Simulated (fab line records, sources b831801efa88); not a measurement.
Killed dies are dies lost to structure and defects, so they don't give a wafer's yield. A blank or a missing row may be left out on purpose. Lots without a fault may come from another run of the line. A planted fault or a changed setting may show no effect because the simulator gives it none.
Which tool did it? | flow gf180mcu | 15 lots, 43 wafers sampled, at 4 steps of a route of 602

WHAT THE GAUGES READ, wafer by wafer
GF_STI_BOW_MEAS_00. Usual: INCOMING_BOW 0 um, standard deviation 6.5.
lot  | measured    | on            | INCOMING_BOW (um) | flag
L859 | day 1 10:00 | film_metro-01 | -9 4 -11          |
L860 | day 1 15:02 | film_metro-04 | 6 -3 -6           |
L861 | day 1 20:00 | film_metro-03 | 6 -8 17           |
L862 | day 2 01:01 | film_metro-01 | 2 -4 3            |
L863 | day 2 06:01 | film_metro-01 | -2 -2 2           |
L865 | day 2 16:01 | film_metro-01 | 5 5 2             |
L868 | day 3 07:00 | film_metro-03 | 11 -4 -5          |
L869 | day 3 12:00 | film_metro-03 | 0 -10             |
L872 | day 4 03:01 | film_metro-03 | 2 0               |
L875 | day 4 18:01 | film_metro-03 | 2 -8 -2           |
L877 | day 5 04:01 | film_metro-03 | 15 4 -4           |
L878 | day 5 09:02 | film_metro-01 | -3 -8 -2          |
L880 | day 5 19:01 | film_metro-04 | 8 -5 8            |
L881 | day 6 00:01 | film_metro-03 | 11 1 -1           |
L882 | day 6 05:01 | film_metro-04 | 2 -1 -3           |

GF_HV_LDD_TW_MEAS_23. Usual: HV_LDD_2_TW 1064, standard deviation 5.4.
lot  | measured     | on            | HV_LDD_2_TW    | flag
L859 | day 10 19:24 | film_metro-01 | 1066 1063 1065 |
L860 | day 11 03:57 | film_metro-04 | 1056 1061 1061 |
L861 | day 11 09:35 | film_metro-02 | 1069 1066 1069 |
L862 | day 11 16:01 | film_metro-02 | 1064 1068 1068 |
L863 | day 11 21:31 | film_metro-01 | 1071 1068 1067 |
L865 | day 12 12:58 | film_metro-04 | 1060 1058 1052 |
L868 | day 13 13:42 | film_metro-02 | 68 1067 1070   | OFF
L869 | day 13 19:21 | film_metro-04 | 68 1068        | OFF
L872 | day 14 22:22 | film_metro-04 | 1060 68        | OFF
L875 | day 15 16:03 | film_metro-01 | 1072 1063 1063 |
L877 | day 16 09:03 | film_metro-04 | 1054 1056 1057 |
L878 | day 17 05:04 | film_metro-01 | 1062 1060 1061 |
L880 | day 17 20:56 | film_metro-01 | 1062 1053 1067 |
L881 | day 17 20:13 | film_metro-04 | 1069 1068 1064 |
L882 | day 18 02:02 | film_metro-01 | 1069 1068 1069 |

GF_M1_OVL_MEAS_15. Usual: M1_OVL -4 nm, standard deviation 5.6.
lot  | measured     | on         | M1_OVL (nm) | flag
L859 | day 17 02:05 | overlay-01 | -8 -5 -8    |
L860 | day 17 14:01 | overlay-01 | -2 -7 -5    |
L861 | day 17 19:57 | overlay-02 | -4 -7 -5    |
L862 | day 18 03:52 | overlay-02 | -8 -4 -3    |
L863 | day 18 10:51 | overlay-01 | -4 -8 -6    |
L865 | day 19 06:46 | overlay-01 | 4 2 -3      |
L868 | day 20 10:45 | overlay-02 | -4 -7       |
L869 | day 20 19:43 | overlay-01 | 1           |
L872 | day 22 03:59 | overlay-01 | -13         |
L875 | day 22 23:02 | overlay-01 | -1 1 6      |
L877 | day 23 15:06 | overlay-02 | -6 1 -7     |
L878 | day 24 10:36 | overlay-02 | -8 1 -1     |
L880 | day 25 00:20 | overlay-01 | -9 -9 -2    |
L881 | day 24 22:51 | overlay-02 | 8 -4 -4     |
L882 | day 25 05:41 | overlay-01 | -6 5 -1     |

WHICH TOOL RAN EACH LOT (tool, then ch and the chambers of the sampled wafers, then the start)
lot  | GF_HV_LDD_DEVELOP_18
L859 | litho_track-02 ch 0, day 10 18:51
L860 | litho_track-03 ch 0, day 11 03:25
L861 | litho_track-03 ch 0, day 11 09:01
L862 | litho_track-02 ch 0, day 11 15:28
L863 | litho_track-02 ch 0, day 11 20:58
L865 | litho_track-02 ch 0, day 12 12:25
L868 | litho_track-02 ch 0, day 13 13:09
L869 | litho_track-02 ch 0, day 13 18:48
L872 | litho_track-02 ch 0, day 14 21:49
L875 | litho_track-01 ch 0, day 15 15:31
L877 | litho_track-01 ch 0, day 16 08:30
L878 | litho_track-01 ch 0, day 17 04:32
L880 | litho_track-02 ch 0, day 17 20:19
L881 | litho_track-02 ch 0, day 17 19:40
L882 | litho_track-03 ch 0, day 18 01:30
- GF_HV_LDD_DEVELOP_18: develop time 60 s.

WHAT THE TOOLS THEMSELVES READ (means of the sampled wafers that have a number; where no wafer has one, the mark that the record gives instead)
The record holds no such reading with a usual standard deviation.

THE ANSWER, worked out from the rows above alone
Rule: a lot is off if the mean of its wafers that have a number lies more than 3 standard deviations from the usual mean. A lot without any number at a reading at which 4 lots or more have one is off too. The other lots that the step has rows for count as sound. The gauges are gone through in route order, then the tools' own readings, and for those a lot's mean is taken as printed above. The first step at which some lot is off is used, and at that step the reading that is off furthest; a lot without a number counts as furthest.
Off: L868, L869, L872, at GF_HV_LDD_TW_MEAS_23 (HV_LDD_2_TW).
A tool fits if, at a process step before that reading, it ran every lot that is off, and no sound lot after the first of them. The gauges at GF_HV_LDD_TW_MEAS_23 are tried like those tools. None of those tried fits.

WHAT THE SIMULATOR HAD PUT IN
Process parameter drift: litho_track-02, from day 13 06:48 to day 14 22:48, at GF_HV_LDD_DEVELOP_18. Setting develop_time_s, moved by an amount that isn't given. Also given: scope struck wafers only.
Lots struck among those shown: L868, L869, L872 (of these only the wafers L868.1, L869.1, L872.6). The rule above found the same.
